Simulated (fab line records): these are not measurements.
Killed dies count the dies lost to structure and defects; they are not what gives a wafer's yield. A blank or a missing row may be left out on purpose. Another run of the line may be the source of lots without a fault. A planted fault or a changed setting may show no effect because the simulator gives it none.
Matching of chambers    flow gf180mcu    pecvd-03 running GF_V2_CVD_02: 3 sister chambers
The step deposits SiO2 from TEOS, target thk 850 nm, time 94.851 s. 16 wafers are shown with their chamber, then 8 later ones without.

## WAFERS WITH THEIR CHAMBER
wafer   chamber  heater power w (W)
L391.1  1        720
L391.2  0        765
L391.5  2        778
L394.1  2        745
L394.5  1        583
L394.6  0        857
L398.4  0        691
L398.5  1        691
L398.6  2        633
L406.1  1        727
L406.5  2        751
L406.6  1        575
L407.2  0        744
L407.3  1        753
L407.4  2        706
L408.1  2        715

SIGNATURES (means of the wafers above)
reading         chamber 0  chamber 1  chamber 2  scatter within a chamber
heater power w  764.25     674.83     721.33     66
Rule: a wafer's distance from a chamber is the root of the sum, over the readings, of the square of ((its reading less the chamber's mean) divided by the reading's scatter). If the next closest chamber is less than 2 further off than the closest, the wafer can't be placed; otherwise it belongs to the closest. The scatter: the root of (the sum of the squares of (reading less its chamber's mean) over the shown wafers, divided by (wafers less chambers)).

## WAFERS WHOSE CHAMBER IS MISSING
wafer   heater power w (W)
L408.2  698
L408.6  754
L411.2  815
L411.3  723
L411.5  683
L413.2  800
L413.3  652
L413.6  703

## THE CHAMBER EACH PASSED THROUGH
wafer   from the rows above           in truth
L408.2  can't be placed: 1 or 2 or 0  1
L408.6  can't be placed: 0 or 2 or 1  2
L411.2  can't be placed: 0 or 2 or 1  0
L411.3  can't be placed: 2 or 0 or 1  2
L411.5  can't be placed: 1 or 2 or 0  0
L413.2  can't be placed: 0 or 2 or 1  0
L413.3  can't be placed: 1 or 2 or 0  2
L413.6  can't be placed: 2 or 1 or 0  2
Correct placement for 0 of the 8. Can't be placed from these rows: 8 (the true chamber is among the candidates in 8). 0 placed wrongly.
